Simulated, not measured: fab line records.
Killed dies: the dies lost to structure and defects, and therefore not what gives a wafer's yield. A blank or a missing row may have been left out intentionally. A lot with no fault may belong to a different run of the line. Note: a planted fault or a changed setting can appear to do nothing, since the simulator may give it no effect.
fab line records | flow gf180mcu
record lots=6 | wafers=18 | last_day=33
route steps=602 shown TOP_METAL@568
lots that met no fault: taken from a fault-free run of the same line
start_h: the number of hours between the record's first day and the start of the first shown wafer of the lot | wait_h: hours from the lot's prior step to this one | " identical to the entry in the row above | L1.1+2: one row covering several wafers at once | - value missing, or start not given | * or withheld: withheld | < > ~ a bound
route shown NAME@n: names a module that has steps shown in the file, with the first one's number in the route | usual: mean/standard deviation of fault-free wafers | same: alike in all rows | chamber/n: place in a boat | sites: per-site readings | _std_site: the values' standard deviation | _edge_site: inner sites' mean taken away from outer sites' mean | radius_mm: how far each site lies from the wafer's centre | mask NAME#n: copy n | behind: the last tool/chamber to shape the wafer | hold: what put the lot on hold/how long, in hours/how the hold closed | device: transistor that didn't switch, given as n, p or np | end of line: the same wafers' tests at the end of the route | a step with no rows: only its recipe | killed: not the wafer's yield, but the dies lost to structure and defects at the first sort | map: a wafer's dies, marking killed ones x, the rest . and places with no die _
set.NAME: setting as actually run; set.NAME@STEP: the setting as run at that earlier step | model.NAME: the simulator's own value behind a step, which no gauge read
certain route steps with their lots: each step a table, each wafer a row
services: a tool's chamber out of use, with start hour (start_h, from the record's first day; less than 0 if before it), hours out, and reason
## steps
# step GF_TOP_METAL_SPUTTER_01
# recipe material=TiN | target_thk_nm=30 | power_w=6500 | time_s=25 | chamber_pressure_pa=0.4
# usual throttle_valve_pct=29.8/0.96
lot.wafer | tool           | chamber | start_h | wait_h | throttle_valve_pct
L589.2    | pvd_sputter-01 | -       | 635.70  | 0.1    | 29.5
L589.3    | "              | -       | "       | "      | 29.2
L589.5    | "              | -       | "       | "      | 29.2
L592.2    | pvd_sputter-01 | -       | 660.17  | 0.1    | 29.1
L592.3    | "              | -       | "       | "      | 29.8
L592.4    | "              | -       | "       | "      | 29.5
L600.2    | pvd_sputter-03 | -       | 724.53  | 0.1    | 28.0
L600.3    | "              | -       | "       | "      | 29.2
L600.5    | "              | -       | "       | "      | 31.6
L601.2    | pvd_sputter-03 | -       | 728.11  | 0.1    | 28.8
L601.4    | "              | -       | "       | "      | 31.5
L601.5    | "              | -       | "       | "      | 29.1
L607.3    | pvd_sputter-04 | -       | 759.59  | 0.1    | 30.1
L607.5    | "              | -       | "       | "      | 30.6
L607.6    | "              | -       | "       | "      | 29.9
L608.3    | pvd_sputter-01 | -       | 764.86  | 0.1    | 29.0
L608.5    | "              | -       | "       | "      | 29.2
L608.6    | "              | -       | "       | "      | 29.4
# step GF_TOP_METAL_SPUTTER_02
# recipe material=AlCu | target_thk_nm=900 | power_w=10600 | chamber_pressure_pa=0.3 | substrate_temp_c=250 | gas=Ar | time_s=47.82
# usual throttle_valve_pct=29.8/0.95
lot.wafer | tool           | chamber | start_h | wait_h | throttle_valve_pct
L589.2    | pvd_sputter-01 | -       | 635.73  | 0.0    | 29.4
L589.3    | "              | -       | "       | "      | 29.3
L589.5    | "              | -       | "       | "      | 29.4
L592.2    | pvd_sputter-01 | -       | 660.20  | 0.0    | 29.2
L592.3    | "              | -       | "       | "      | 29.9
L592.4    | "              | -       | "       | "      | 29.6
L600.2    | pvd_sputter-03 | -       | 724.56  | 0.0    | 27.7
L600.3    | "              | -       | "       | "      | 29.1
L600.5    | "              | -       | "       | "      | 31.9
L601.2    | pvd_sputter-03 | -       | 728.14  | 0.0    | 29.2
L601.4    | "              | -       | "       | "      | 31.5
L601.5    | "              | -       | "       | "      | 29.0
L607.3    | pvd_sputter-04 | -       | 759.62  | 0.0    | 30.0
L607.5    | "              | -       | "       | "      | 30.6
L607.6    | "              | -       | "       | "      | 29.4
L608.3    | pvd_sputter-01 | -       | 764.89  | 0.0    | 29.6
L608.5    | "              | -       | "       | "      | 29.4
L608.6    | "              | -       | "       | "      | 29.3
# step GF_TOP_METAL_SPUTTER_03
# recipe material=Ti | target_thk_nm=5 | substrate_temp_c=300 | chamber_pressure_pa=0.3 | power_w=3000 | time_s=3.3
# usual throttle_valve_pct=29.8/0.97
lot.wafer | tool           | chamber | start_h | wait_h | throttle_valve_pct
L589.2    | pvd_sputter-01 | -       | 635.78  | 0.0    | 29.5
L589.3    | "              | -       | "       | "      | 29.1
L589.5    | "              | -       | "       | "      | 29.0
L592.2    | pvd_sputter-01 | -       | 660.24  | 0.0    | 29.2
L592.3    | "              | -       | "       | "      | 30.0
L592.4    | "              | -       | "       | "      | 30.0
L600.2    | pvd_sputter-03 | -       | 724.60  | 0.0    | 28.0
L600.3    | "              | -       | "       | "      | 29.1
L600.5    | "              | -       | "       | "      | 31.6
L601.2    | pvd_sputter-03 | -       | 728.18  | 0.0    | 29.3
L601.4    | "              | -       | "       | "      | 31.5
L601.5    | "              | -       | "       | "      | 28.9
L607.3    | pvd_sputter-04 | -       | 759.67  | 0.0    | 29.9
L607.5    | "              | -       | "       | "      | 30.7
L607.6    | "              | -       | "       | "      | 29.8
L608.3    | pvd_sputter-01 | -       | 764.93  | 0.0    | 29.3
L608.5    | "              | -       | "       | "      | 29.3
L608.6    | "              | -       | "       | "      | 29.5
# step GF_TOP_METAL_SPUTTER_04
# recipe material=TiN | target_thk_nm=25 | power_w=6500 | time_s=20.8 | chamber_pressure_pa=0.4
# usual throttle_valve_pct=29.8/0.97
lot.wafer | tool           | chamber | start_h | wait_h | throttle_valve_pct
L589.2    | pvd_sputter-01 | -       | 635.80  | 0.0    | 29.7
L589.3    | "              | -       | "       | "      | 29.3
L589.5    | "              | -       | "       | "      | 29.1
L592.2    | pvd_sputter-01 | -       | 660.26  | 0.0    | 29.4
L592.3    | "              | -       | "       | "      | 29.9
L592.4    | "              | -       | "       | "      | 29.6
L600.2    | pvd_sputter-03 | -       | 724.62  | 0.0    | 28.3
L600.3    | "              | -       | "       | "      | 28.9
L600.5    | "              | -       | "       | "      | 31.5
L601.2    | pvd_sputter-03 | -       | 728.20  | 0.0    | 28.8
L601.4    | "              | -       | "       | "      | 31.4
L601.5    | "              | -       | "       | "      | 29.0
L607.3    | pvd_sputter-04 | -       | 759.68  | 0.0    | 29.9
L607.5    | "              | -       | "       | "      | 30.6
L607.6    | "              | -       | "       | "      | 29.5
L608.3    | pvd_sputter-01 | -       | 764.95  | 0.0    | 29.0
L608.5    | "              | -       | "       | "      | 29.4
L608.6    | "              | -       | "       | "      | 29.5
# step GF_TOP_METAL_RS_MEAS_05
# recipe thk_meas_gauge=four-point-probe | reads=TiN_of_TOP_METAL_SPUTTER_04+Ti_of_TOP_METAL_SPUTTER_03+AlCu_of_TOP_METAL_SPUTTER_02+TiN_of_TOP_METAL_SPUTTER_01+Ti_of_TOP_METAL_SPUTTER_00
# usual TOP_METAL_ALCU_RS=0.0328/0.00036
lot.wafer | tool          | chamber | start_h | wait_h | TOP_METAL_ALCU_RS[ohm/sq]
L589.2    | film_metro-04 | -       | 635.84  | 0.0    | 0.0327
L589.3    | "             | -       | "       | "      | 0.0333
L589.5    | "             | -       | "       | "      | 0.0335
L592.2    | film_metro-03 | -       | 660.31  | 0.0    | 0.0330
L592.3    | "             | -       | "       | "      | 0.0324
L592.4    | "             | -       | "       | "      | 0.0325
L600.2    | film_metro-02 | -       | 724.67  | 0.0    | 0.0330
L600.3    | "             | -       | "       | "      | 0.0330
L600.5    | "             | -       | "       | "      | 0.0327
L601.2    | film_metro-04 | -       | 728.25  | 0.0    | 0.0329
L601.4    | "             | -       | "       | "      | 0.0331
L601.5    | "             | -       | "       | "      | 0.0331
L607.3    | film_metro-02 | -       | 759.75  | 0.1    | 0.0326
L607.5    | "             | -       | "       | "      | 0.0329
L607.6    | "             | -       | "       | "      | 0.0321
L608.3    | film_metro-02 | -       | 765.02  | 0.1    | 0.0332
L608.5    | "             | -       | "       | "      | 0.0331
L608.6    | "             | -       | "       | "      | 0.0333
# step GF_TOP_METAL_THK_MEAS_06
# recipe thk_meas_gauge=xrf | reads=AlCu_of_TOP_METAL_SPUTTER_02
# usual TOP_METAL_ALCU_THK=904/11
lot.wafer | tool          | chamber | start_h | wait_h | TOP_METAL_ALCU_THK[nm]
L589.2    | film_metro-04 | -       | 635.95  | 0.1    | 906
L589.3    | "             | -       | "       | "      | 892
L589.5    | "             | -       | "       | "      | 892
L592.2    | film_metro-03 | -       | 660.42  | 0.1    | 891
L592.3    | "             | -       | "       | "      | 908
L592.4    | "             | -       | "       | "      | 905
L600.2    | film_metro-02 | -       | 724.78  | 0.1    | 901
L600.3    | "             | -       | "       | "      | 898
L600.5    | "             | -       | "       | "      | 904
L601.2    | film_metro-04 | -       | 728.36  | 0.1    | 910
L601.4    | "             | -       | "       | "      | 911
L601.5    | "             | -       | "       | "      | 910
L607.3    | film_metro-02 | -       | 759.85  | 0.1    | 916
L607.5    | "             | -       | "       | "      | 898
L607.6    | "             | -       | "       | "      | 931
L608.3    | film_metro-02 | -       | 765.12  | 0.1    | 899
L608.5    | "             | -       | "       | "      | 901
L608.6    | "             | -       | "       | "      | 893
# step GF_TOP_METAL_DEHYDRATE_07
# recipe temp_c=200 | time_s=60
# step GF_TOP_METAL_HMDS_08
# recipe prime_time_s=60 | prime_temp_c=120
# step GF_TOP_METAL_COAT_09
# recipe resist=NOVOLAK | spin_rpm=3000 | resist_thk_nm=1500
# step GF_TOP_METAL_SOFTBAKE_10
# recipe temp_c=90 | time_s=60 | resist=NOVOLAK
# step GF_TOP_METAL_EXPOSE_11
# recipe mask_id=MetalTop | target_cd_nm=440 | na=0.6 | source_shape=conventional | sigma_outer=0.6 | dose_mj=170
# step GF_TOP_METAL_PEB_12
# recipe temp_c=withheld | time_s=* | resist=NOVOLAK
# step GF_TOP_METAL_DEVELOP_13
# recipe develop_time_s=60 | dev_temp_c=23
# usual chill_plate_temp_C=22.99/0.1 | develop_time_s=60/0
lot.wafer | tool           | chamber | start_h | wait_h | chill_plate_temp_C | develop_time_s
L589.2    | litho_track-02 | 0       | 655.14  | 0.1    | 22.92              | 60
L589.3    | "              | 0       | "       | "      | 22.94              | 60
L589.5    | "              | 0       | "       | "      | 23.11              | 60
L592.2    | litho_track-03 | 0       | 678.99  | 0.1    | 22.98              | 60
L592.3    | "              | 0       | "       | "      | 22.96              | 60
L592.4    | "              | 0       | "       | "      | 22.75              | 60
L600.2    | litho_track-02 | -       | 740.74  | 0.1    | -                  | -
L600.3    | "              | -       | "       | "      | -                  | -
L600.5    | "              | -       | "       | "      | -                  | -
L601.2    | litho_track-02 | -       | 745.79  | 0.1    | -                  | -
L601.4    | "              | -       | "       | "      | -                  | -
L601.5    | "              | -       | "       | "      | -                  | -
L607.3    | litho_track-03 | 0       | 775.81  | 0.1    | 23.01              | 60
L607.5    | "              | 0       | "       | "      | 23.09              | 60
L607.6    | "              | 0       | "       | "      | 23.02              | 60
L608.3    | litho_track-02 | 0       | 780.52  | 0.1    | 22.86              | 60
L608.5    | "              | 0       | "       | "      | 22.97              | 60
L608.6    | "              | 0       | "       | "      | 22.83              | 60
# step GF_TOP_METAL_CD_MEAS_14
# recipe target_cd_nm=440
# usual cd_nm=439.4/2.5
lot.wafer | tool      | chamber | start_h | wait_h | cd_nm
L589.2    | cd_sem-01 | -       | 655.29  | 0.1    | 434.3
L589.3    | "         | -       | "       | "      | 436.0
L589.5    | "         | -       | "       | "      | 438.4
L592.2    | cd_sem-02 | -       | 679.14  | 0.1    | 440.9
L592.3    | "         | -       | "       | "      | 439.9
L592.4    | "         | -       | "       | "      | 441.3
L600.2    | cd_sem-01 | -       | 740.89  | 0.1    | -
L600.3    | "         | -       | "       | "      | -
L600.5    | "         | -       | "       | "      | -
L601.2    | cd_sem-02 | -       | 745.94  | 0.1    | -
L601.4    | "         | -       | "       | "      | -
L601.5    | "         | -       | "       | "      | -
L607.3    | cd_sem-02 | -       | 775.95  | 0.1    | 439.8
L607.5    | "         | -       | "       | "      | 436.4
L607.6    | "         | -       | "       | "      | 439.0
L608.3    | cd_sem-01 | -       | 780.66  | 0.1    | 444.2
L608.5    | "         | -       | "       | "      | 442.3
L608.6    | "         | -       | "       | "      | 443.2
## services
tool           | chamber | start_h | hours | kind
pvd_sputter-03 | -       | 616.31  | 3.3   | repair
pvd_sputter-01 | -       | 638.62  | 2.9   | repair
litho_track-03 | -       | 660.56  | -     | consumable_replace:filter
pvd_sputter-04 | -       | 702.66  | 1.4   | repair
pvd_sputter-04 | -       | 717.49  | 8.8   | repair
## key
first_sign step=GF_TOP_METAL_DEVELOP_13 | reading=tool_record | direction=missing
effect none on later readings
met_at GF_TOP_METAL_DEVELOP_13
struck_wafers L600.2,L600.3,L600.5,L601.2,L601.4,L601.5
later_rows_left_out L600.2,L600.3,L600.5,L601.2,L601.4,L601.5
sort_left_out L600.2,L600.3,L600.5,L601.2,L601.4,L601.5
onset_between 655.14 740.74
fault kind=skipped_step_whole | tool=litho_track-02 | chamber=- | onset_h=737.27 | steps=GF_TOP_METAL_DEVELOP_13 | scope=struck_lots_only
# sort_left_out: the simulated sort isn't trusted on such a fault, so these wafers' sort isn't shown, and their yield isn't known
# later_rows_left_out: the simulator's readings of these wafers behind a module that went badly wrong aren't trusted and aren't shown, but for the sort
